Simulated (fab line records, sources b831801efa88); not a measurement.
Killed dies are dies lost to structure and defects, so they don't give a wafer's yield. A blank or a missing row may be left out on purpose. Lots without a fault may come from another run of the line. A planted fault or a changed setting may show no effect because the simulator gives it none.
fab line records | flow sfq_line
record lots=14 wafers=42 last_day=78
route steps=325 shown I5@228 C5@248
lots that met no fault: from a run of the same line without faults
start_h: hours from the record's first day to the start of the lot's first wafer shown | wait_h: hours since the lot's step before | " the same as in the row above | L1.1+2: a row that stands for several wafers | - no value, or no start given | * or withheld: withheld | < > ~ a bound
route shown NAME@n: a module of which the file shows steps, and the number in the route of the first | usual: mean/standard deviation of fault-free wafers | same: alike in all rows | chamber/n: place in a boat | sites: the reading at each site | _std_site: their standard deviation | _edge_site: outer sites' mean less inner sites' | radius_mm: how far each site lies from the wafer's centre | mask NAME#n: copy n | behind: the tool/chamber that last shaped the wafer | hold: why the lot was held/for how many hours/how that ended | device: the transistor (n, p or np) that didn't switch | end of line: the same wafers' tests at the end of the route | a step without rows: its recipe alone | killed: dies lost to structure and defects at the first sort, not the wafer's yield | map: a wafer's dies, x killed, . not, _ none there
set.NAME: the setting as run; set.NAME@STEP: as run at that earlier step | model.NAME: the simulator's own value behind a step, which no gauge read
steps of the route over a sample of lots; a table a step, a row a wafer
services: from which hour (start_h, from the record's first day; less than 0 if before it) a tool's chamber was out of use, for how many hours, and why
## steps
# step SFQ_TRILAYER_A5C_DEP_PECVD_142
# recipe material=SiO2 temp_c=150 time_s=15.556 pressure_torr=2.4 rf_w=183.3 precursor=SiH4/N2O target_thk_nm=70
# usual heater_power_w=78/14 throttle_valve_pct=25.2/1.4
# columns lot.wafer tool chamber start_h wait_h heater_power_w throttle_valve_pct
L132.2 pecvd-02 0 1192.49 0.0 52 24.2
L132.3 " 1 " " 64 26.0
L132.6 " 0 " " 52 24.4
L133.2 pecvd-04 1 1202.19 0.0 68 23.3
L133.3 " 2 " " 92 25.1
L133.6 " 1 " " 72 22.9
L134.1 pecvd-02 1 1209.39 0.0 69 25.7
L134.2 " 2 " " 69 25.9
L134.3 " 0 " " 51 24.1
L136.1 pecvd-01 1 1242.79 0.0 103 24.4
L136.3 " 2 " " 70 26.4
L136.6 " 0 " " 72 28.5
L138.3 pecvd-04 0 1269.19 0.0 77 25.8
L138.5 " 0 " " 76 25.6
L138.6 " 1 " " 75 23.4
L141.3 pecvd-01 0 1295.14 0.0 78 27.9
L141.4 " 1 " " 88 24.2
L141.6 " 2 " " 72 26.2
L143.2 pecvd-01 0 1305.94 0.0 72 28.3
L143.3 " 2 " " 67 26.3
L143.6 " 2 " " 70 26.4
L148.1 pecvd-02 1 1335.80 0.0 63 25.5
L148.3 " 0 " " 53 24.5
L148.4 " 2 " " 60 26.0
L149.1 pecvd-02 0 1340.29 0.0 57 24.3
L149.2 " 1 " " 68 26.2
L149.4 " 1 " " 68 25.9
L150.2 pecvd-04 0 1353.49 0.0 89 26.0
L150.4 " 2 " " 81 25.8
L150.6 " 0 " " 89 26.0
L151.1 pecvd-01 2 1358.29 0.0 91 23.0
L151.3 " 0 " " 82 22.4
L151.4 " 2 " " 89 23.0
L152.1 pecvd-01 1 1360.69 0.0 94 23.3
L152.4 " 1 " " 95 23.2
L152.5 " 0 " " 79 22.5
L153.3 pecvd-04 1 1364.29 0.0 64 23.6
L153.4 " 1 " " 65 23.5
L153.6 " 0 " " 84 25.8
L154.3 pecvd-04 0 1372.79 0.0 89 26.2
L154.4 " 2 " " 97 25.4
L154.6 " 1 " " 73 23.5
# step SFQ_TRILAYER_C5_ETCH_VIA_ETCH_154
# recipe target=SiO2 mask_material=PR chemistry=CHF3 target_depth_nm=84 source_w=500 bias_w=80 pressure_mtorr=30 time_s=withheld stop_on=Nb
# usual drypump_motor_current_A=5.9/0.54 oes_product_au=0.897/0.0095
# columns lot.wafer tool chamber start_h wait_h drypump_motor_current_A oes_product_au
L132.2 rie_diel-02 1 1308.69 0.0 5.6 0.882
L132.3 " 3 " " 6.7 0.877
L132.6 " 2 " " 5.8 0.893
L133.2 rie_diel-02 2 1318.29 0.0 5.8 0.899
L133.3 " 0 " " 5.6 0.895
L133.6 " 3 " " 6.8 0.909
L134.1 rie_diel-03 0 1325.49 0.0 6.3 0.890
L134.2 " 1 " " 6.4 0.882
L134.3 " 3 " " 4.9 0.891
L136.1 rie_diel-02 2 1350.41 0.0 5.7 0.895
L136.3 " 0 " " 5.6 0.902
L136.6 " 2 " " 5.8 0.905
L138.3 rie_diel-01 3 1379.44 0.0 6.0 0.899
L138.5 " 0 " " 4.9 0.907
L138.6 " 1 " " 6.0 0.905
L141.3 rie_diel-03 1 1400.84 0.0 6.3 0.897
L141.4 " 3 " " 4.9 0.899
L141.6 " 1 " " 6.3 0.901
L143.2 rie_diel-03 2 1410.44 0.0 6.3 0.898
L143.3 " 3 " " 4.9 0.904
L143.6 " 2 " " 6.3 0.900
L148.1 rie_diel-03 3 1439.24 0.0 4.9 0.906
L148.3 " 2 " " 6.3 0.895
L148.4 " 1 " " 6.3 0.972
L149.1 rie_diel-01 3 1444.79 0.0 6.0 0.888
L149.2 " 1 " " 6.0 0.886
L149.4 " 2 " " 6.3 0.983
L150.2 rie_diel-02 0 1455.59 0.0 5.7 0.896
L150.4 " 1 " " 5.5 0.887
L150.6 " 0 " " 5.6 0.894
L151.1 rie_diel-02 0 1460.39 0.0 5.6 0.889
L151.3 " 1 " " 5.5 0.893
L151.4 " 3 " " 6.7 0.903
L152.1 rie_diel-01 2 1462.79 0.0 6.3 0.866
L152.4 " 3 " " 5.9 0.881
L152.5 " 1 " " 6.0 0.901
L153.3 rie_diel-01 0 1467.59 0.0 4.9 0.885
L153.4 " 1 " " 6.0 0.896
L153.6 " 0 " " 4.9 0.914
L154.3 rie_diel-01 0 1475.99 0.0 4.9 0.901
L154.4 " 3 " " 5.9 0.893
L154.6 " 2 " " 6.3 0.894
## services
# columns tool chamber start_h hours kind
pecvd-01 2 1169.71 2.5 repair
rie_diel-02 - 1170.57 0.8 repair
rie_diel-01 1 1184.64 17.2 repair
rie_diel-02 1 1185.40 - clean
rie_diel-02 2 1188.61 21.5 repair
rie_diel-03 0 1214.93 13.0 repair
pecvd-01 0 1260.81 4.6 repair
rie_diel-02 0 1282.26 4.8 repair
pecvd-01 2 1285.41 7.5 repair
pecvd-04 - 1300.22 1.8 repair
pecvd-04 2 1303.83 12.2 repair
pecvd-02 - 1307.57 6.0 pm
rie_diel-01 2 1309.64 4.4 repair
pecvd-01 - 1316.75 14.0 pm
pecvd-01 2 1332.15 13.8 repair
rie_diel-01 - 1338.68 0.7 repair
rie_diel-01 0 1340.73 1.7 repair
rie_diel-02 1 1350.33 7.5 repair
rie_diel-03 3 1354.81 5.7 repair
pecvd-01 - 1374.35 1.0 repair
rie_diel-03 2 1392.01 2.9 repair
pecvd-01 - 1397.68 1.1 repair
rie_diel-03 0 1447.80 9.5 repair
rie_diel-01 3 1455.44 3.6 repair
## key
first_sign step=SFQ_TRILAYER_C5_ETCH_VIA_ETCH_154 reading=oes_product_au direction=up sigmas=8.5 usual=0.897 struck=0.978
effect none on later readings
met_at SFQ_TRILAYER_A5C_DEP_PECVD_142
struck_lots L148,L149
struck_wafers L148.4,L149.4
onset_between 1209.39 1335.80
fault kind=process_parameter_drift tool=pecvd-02 chamber=- onset_h=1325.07 steps=SFQ_TRILAYER_A5C_DEP_PECVD_142 channel=target_thk_nm offset=12.113 shape=step end_h=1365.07 scope=struck_wafers_only acts_in=these_recipes_only stated=70
